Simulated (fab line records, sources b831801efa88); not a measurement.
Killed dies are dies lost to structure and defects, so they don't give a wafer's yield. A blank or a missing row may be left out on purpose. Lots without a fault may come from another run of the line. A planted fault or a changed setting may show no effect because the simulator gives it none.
Which tool did it? | flow gf180mcu | 7 lots, 21 wafers sampled, at 4 steps of a route of 602

WHAT THE GAUGES READ, wafer by wafer
GF_TOP_METAL_RS_MEAS_05: measures by four-point-probe.
lot  | measured     | on            | TOP_METAL_ALCU_RS (ohm/sq)
L145 | day 27 16:34 | film_metro-03 | 0.0331 0.0331 0.0335
L147 | day 28 01:47 | film_metro-01 | 0.0324 0.0327 0.0325
L149 | day 28 23:03 | film_metro-01 | 0.0328 0.0327 0.0329
L156 | day 31 02:18 | film_metro-03 | 0.0325 0.0327 0.0327
L161 | day 32 04:06 | film_metro-02 | 0.0330 0.0327 0.0332
L163 | day 32 16:46 | film_metro-01 | 0.0324 0.0320 0.0324
L167 | day 33 12:10 | film_metro-01 | 0.0326 0.0321 0.0323

WHICH TOOL RAN EACH LOT (tool, then ch and the chambers of the sampled wafers, then the start)
lot  | GF_SAB_ETCH_11                     | GF_TOP_METAL_SPUTTER_00      | GF_TOP_METAL_SPUTTER_03
L145 | rie_diel-04 ch 1,2, day 15 16:29   | pvd_sputter-01, day 27 16:19 | pvd_sputter-01, day 27 16:29
L147 | rie_diel-01 ch 0,1,2, day 16 02:29 | pvd_sputter-02, day 28 01:34 | pvd_sputter-02, day 28 01:44
L149 | rie_diel-01 ch 0,2, day 17 00:53   | pvd_sputter-01, day 28 22:50 | pvd_sputter-01, day 28 23:00
L156 | rie_diel-03 ch 0,3, day 19 12:59   | pvd_sputter-02, day 31 02:04 | pvd_sputter-02, day 31 02:14
L161 | rie_diel-01 ch 1,3, day 21 03:50   | pvd_sputter-04, day 32 03:50 | pvd_sputter-04, day 32 04:01
L163 | rie_diel-01 ch 0,1, day 21 19:41   | pvd_sputter-04, day 32 16:31 | pvd_sputter-04, day 32 16:41
L167 | rie_diel-01 ch 0,2,3, day 23 03:38 | pvd_sputter-04, day 33 11:55 | pvd_sputter-04, day 33 12:05
- GF_SAB_ETCH_11: etches SiO2 in C4F8/O2/Ar, target depth 55 nm, time 8.5 s.
- GF_TOP_METAL_SPUTTER_00: material Ti, target thk 37.5 nm, time 150 s.
- GF_TOP_METAL_SPUTTER_03: material Ti, target thk 5 nm, time 3.3 s.

THE ANSWER, worked out from the rows above alone
Rule: what is usual is taken from the lots themselves. Put in order of their means at a reading, lots are off if they are a third of the lots or fewer, leave a main group of 4 or more, and stand apart from it by a gap of 3 or more times the standard deviation of the main group's means; of several such gaps the widest counts. A main group whose means are all the same, to the digits that the tables above print for the reading, isn't used. A lot without any number at a reading at which 4 lots or more have one is off too. The other lots that the step has rows for count as sound.
No lot is off at any reading shown: from this, nothing can be told.

WHAT THE SIMULATOR HAD PUT IN
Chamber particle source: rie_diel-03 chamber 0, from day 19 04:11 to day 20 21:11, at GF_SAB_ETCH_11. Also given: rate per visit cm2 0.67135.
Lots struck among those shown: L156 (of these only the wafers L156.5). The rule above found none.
